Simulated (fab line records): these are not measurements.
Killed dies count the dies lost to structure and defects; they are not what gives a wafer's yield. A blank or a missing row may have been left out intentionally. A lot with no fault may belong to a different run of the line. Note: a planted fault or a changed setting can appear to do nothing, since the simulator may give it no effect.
Chamber matching || flow sky130 || SKY_VIA2_ETCH_15 on rieDiel-03 has 4 sister chambers
The step etches SiO2 in C4F8/O2/Ar, stops on TiN, target depth 546 nm, time 84 s. 24 wafers are shown with their chamber, then 12 later ones without.

== WAFERS WITH THEIR CHAMBER ==
{"wafer": "L077.2", "chamber": 1, "oesProductAu (a.u.)": 0.942}
{"wafer": "L077.3", "chamber": 3, "oesProductAu (a.u.)": 0.935}
{"wafer": "L077.4", "chamber": 2, "oesProductAu (a.u.)": 0.943}
{"wafer": "L081.2", "chamber": 1, "oesProductAu (a.u.)": 0.947}
{"wafer": "L081.3", "chamber": 3, "oesProductAu (a.u.)": 0.934}
{"wafer": "L081.6", "chamber": 1, "oesProductAu (a.u.)": 0.940}
{"wafer": "L083.1", "chamber": 0, "oesProductAu (a.u.)": 0.937}
{"wafer": "L083.2", "chamber": 3, "oesProductAu (a.u.)": 0.951}
{"wafer": "L083.3", "chamber": 2, "oesProductAu (a.u.)": 0.940}
{"wafer": "L083.4", "chamber": 2, "oesProductAu (a.u.)": 0.944}
{"wafer": "L083.5", "chamber": 0, "oesProductAu (a.u.)": 0.947}
{"wafer": "L083.6", "chamber": 3, "oesProductAu (a.u.)": 0.948}
{"wafer": "L084.1", "chamber": 2, "oesProductAu (a.u.)": 0.942}
{"wafer": "L084.3", "chamber": 1, "oesProductAu (a.u.)": 0.942}
{"wafer": "L084.6", "chamber": 0, "oesProductAu (a.u.)": 0.935}
{"wafer": "L088.1", "chamber": 3, "oesProductAu (a.u.)": 0.933}
{"wafer": "L088.2", "chamber": 2, "oesProductAu (a.u.)": 0.940}
{"wafer": "L088.3", "chamber": 1, "oesProductAu (a.u.)": 0.946}
{"wafer": "L088.4", "chamber": 0, "oesProductAu (a.u.)": 0.940}
{"wafer": "L088.5", "chamber": 0, "oesProductAu (a.u.)": 0.948}
{"wafer": "L088.6", "chamber": 1, "oesProductAu (a.u.)": 0.935}
{"wafer": "L090.1", "chamber": 3, "oesProductAu (a.u.)": 0.942}
{"wafer": "L090.2", "chamber": 1, "oesProductAu (a.u.)": 0.942}
{"wafer": "L090.3", "chamber": 2, "oesProductAu (a.u.)": 0.938}

SIGNATURES (means of the wafers above)
{"reading": "oesProductAu", "chamber 0": 0.94140, "chamber 1": 0.94200, "chamber 2": 0.94117, "chamber 3": 0.94050, "scatter within a chamber": 0.00526}
Rule: distance of a wafer from a chamber = root of the sum over the readings of ((wafer's reading minus chamber's mean) / reading's scatter) squared. The wafer belongs to the nearest chamber; if the next one is less than 2 further off, it can't be placed. The scatter: take each reading less its chamber's mean, square it, sum over the shown wafers, divide by the number of wafers less the number of chambers, and take the root.

== WAFERS WITHOUT THEIR CHAMBER ==
{"wafer": "L090.4", "oesProductAu (a.u.)": 0.935}
{"wafer": "L090.5", "oesProductAu (a.u.)": 0.937}
{"wafer": "L090.6", "oesProductAu (a.u.)": 0.942}
{"wafer": "L091.1", "oesProductAu (a.u.)": 0.940}
{"wafer": "L091.2", "oesProductAu (a.u.)": 0.931}
{"wafer": "L091.3", "oesProductAu (a.u.)": 0.935}
{"wafer": "L091.4", "oesProductAu (a.u.)": 0.939}
{"wafer": "L091.5", "oesProductAu (a.u.)": 0.936}
{"wafer": "L091.6", "oesProductAu (a.u.)": 0.935}
{"wafer": "L093.2", "oesProductAu (a.u.)": 0.947}
{"wafer": "L093.4", "oesProductAu (a.u.)": 0.936}
{"wafer": "L093.6", "oesProductAu (a.u.)": 0.939}

== THE CHAMBER EACH PASSED THROUGH ==
{"wafer": "L090.4", "from the rows above": "can't be placed: 3 or 2 or 0 or 1", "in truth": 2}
{"wafer": "L090.5", "from the rows above": "can't be placed: 3 or 2 or 0 or 1", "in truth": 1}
{"wafer": "L090.6", "from the rows above": "can't be placed: 1 or 0 or 2 or 3", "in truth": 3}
{"wafer": "L091.1", "from the rows above": "can't be placed: 3 or 2 or 0 or 1", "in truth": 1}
{"wafer": "L091.2", "from the rows above": "can't be placed: 3 or 2 or 0 or 1", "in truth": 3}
{"wafer": "L091.3", "from the rows above": "can't be placed: 3 or 2 or 0 or 1", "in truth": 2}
{"wafer": "L091.4", "from the rows above": "can't be placed: 3 or 2 or 0 or 1", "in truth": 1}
{"wafer": "L091.5", "from the rows above": "can't be placed: 3 or 2 or 0 or 1", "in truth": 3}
{"wafer": "L091.6", "from the rows above": "can't be placed: 3 or 2 or 0 or 1", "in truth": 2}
{"wafer": "L093.2", "from the rows above": "can't be placed: 1 or 0 or 2 or 3", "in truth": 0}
{"wafer": "L093.4", "from the rows above": "can't be placed: 3 or 2 or 0 or 1", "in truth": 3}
{"wafer": "L093.6", "from the rows above": "can't be placed: 3 or 2 or 0 or 1", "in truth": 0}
Placed correctly: 0 of 12. Cannot be placed on the basis of these rows: 12; the candidates contain the true chamber in 12. Number placed wrongly: 0.
